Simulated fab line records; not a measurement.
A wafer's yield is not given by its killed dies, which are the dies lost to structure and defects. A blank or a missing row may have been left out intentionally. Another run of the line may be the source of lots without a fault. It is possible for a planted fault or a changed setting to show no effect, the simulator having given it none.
Matching of chambers    flow gf180mcu    pecvd-01 running GF_PASSIVATION_CVD_00: 3 sister chambers
The step deposits SiO2 from TEOS, target thk 1000 nm, time 111.95 s. 6 wafers are shown with their chamber, then 12 later ones without.

== EACH WAFER AND ITS CHAMBER ==
wafer   chamber  heater_power_w (W)
L087.2  2        709
L087.4  0        516
L087.6  1        577
L088.1  2        833
L088.4  0        516
L088.6  1        565

== WAFERS WHOSE CHAMBER IS MISSING ==
wafer   heater_power_w (W)
L090.1  609
L090.4  570
L090.6  653
L094.1  880
L094.2  523
L094.5  727
L096.1  623
L096.4  701
L096.6  562
L097.2  799
L097.5  656
L097.6  617

== THE CHAMBER EACH PASSED THROUGH ==
wafer   from the rows above           in truth
L090.1  can't be placed: 1 or 0       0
L090.4  can't be placed: 1 or 0       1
L090.6  can't be placed: 1 or 2 or 0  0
L094.1  2                             2
L094.2  can't be placed: 0 or 1       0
L094.5  2                             2
L096.1  can't be placed: 1 or 0 or 2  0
L096.4  can't be placed: 2 or 1       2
L096.6  can't be placed: 1 or 0       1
L097.2  2                             2
L097.5  can't be placed: 1 or 2 or 0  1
L097.6  can't be placed: 1 or 0       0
3 of 12 placed correctly. Can't be placed from these rows: 9 (the true chamber is among the candidates in 9). Placed wrongly: 0.
How it was worked out, from the rows above alone: a wafer's distance from a chamber is the root of the sum, over the readings, of the square of ((its reading less the chamber's mean) divided by the reading's scatter). If the next closest chamber is less than 2 further off than the closest, the wafer can't be placed; otherwise it belongs to the closest. For every chamber, the mean is computed from those of its wafers that are shown. The scatter is the square root of a quotient: the sum, over the shown wafers, of each reading's squared deviation from its chamber's mean, divided by wafers minus chambers.
